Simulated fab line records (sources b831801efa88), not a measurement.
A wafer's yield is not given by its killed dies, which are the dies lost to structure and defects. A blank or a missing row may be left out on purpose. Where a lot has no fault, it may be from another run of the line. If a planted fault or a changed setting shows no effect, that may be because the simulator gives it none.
Matching of chambers | flow sky130 | cmp-02 running SKY_LI_CONTACT_CMP_02: 4 sister chambers
The step polishes PSG. 8 wafers are shown with their chamber, then 12 later ones without.

== WAFERS PAIRED WITH THEIR CHAMBERS ==
wafer  | chamber | motor-current-A (A) | time-to-endpoint-s (s)
L085.5 | 2       | 15.6                | 29.9
L085.6 | 3       | 12.6                | 32.0
L088.1 | 0       | 11.4                | 32.1
L088.2 | 1       | 11.3                | 34.3
L088.3 | 2       | 14.7                | 28.8
L088.4 | 3       | 12.2                | 35.7
L088.5 | 0       | 11.7                | 32.6
L088.6 | 1       | 11.2                | 32.1

== WAFERS WITH NO CHAMBER GIVEN ==
wafer  | motor-current-A (A) | time-to-endpoint-s (s)
L089.2 | 14.8                | 31.0
L089.4 | 12.2                | 32.9
L089.5 | 12.1                | 33.6
L089.1 | 10.6                | 31.8
L089.3 | 11.2                | 28.6
L089.6 | 11.1                | 33.1
L090.1 | 15.0                | 30.0
L090.2 | 11.2                | 31.6
L090.5 | 12.6                | 30.6
L097.1 | 11.2                | 33.7
L097.5 | 12.7                | 34.0
L097.6 | 11.1                | 30.7

== WHICH CHAMBER EACH ONE RAN IN ==
wafer  | from the rows above          | in truth
L089.2 | 2                            | 2
L089.4 | can't be placed: 3 or 0 or 1 | 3
L089.5 | can't be placed: 3 or 0 or 1 | 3
L089.1 | can't be placed: 1 or 0      | 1
L089.3 | can't be placed: 0 or 1      | 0
L089.6 | can't be placed: 1 or 0      | 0
L090.1 | 2                            | 2
L090.2 | can't be placed: 1 or 0      | 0
L090.5 | can't be placed: 3 or 0 or 1 | 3
L097.1 | can't be placed: 1 or 0      | 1
L097.5 | 3                            | 3
L097.6 | can't be placed: 0 or 1      | 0
Correctly placed: 3 of 12. Unplaceable from these rows: 9, with the true chamber sitting among the candidates in 9. Placed wrongly: 0.
How it was worked out, from the rows above alone: a wafer's distance from a chamber is the root of the sum, over the readings, of the square of ((its reading less the chamber's mean) divided by the reading's scatter). The wafer belongs to the nearest chamber; if the next one is less than 2 further off, it can't be placed. The mean given for a chamber averages the wafers shown for that chamber. How the scatter is found: for the shown wafers, subtract from each reading the mean of its chamber, square and add these, divide the total by (wafers less chambers), then take the root.
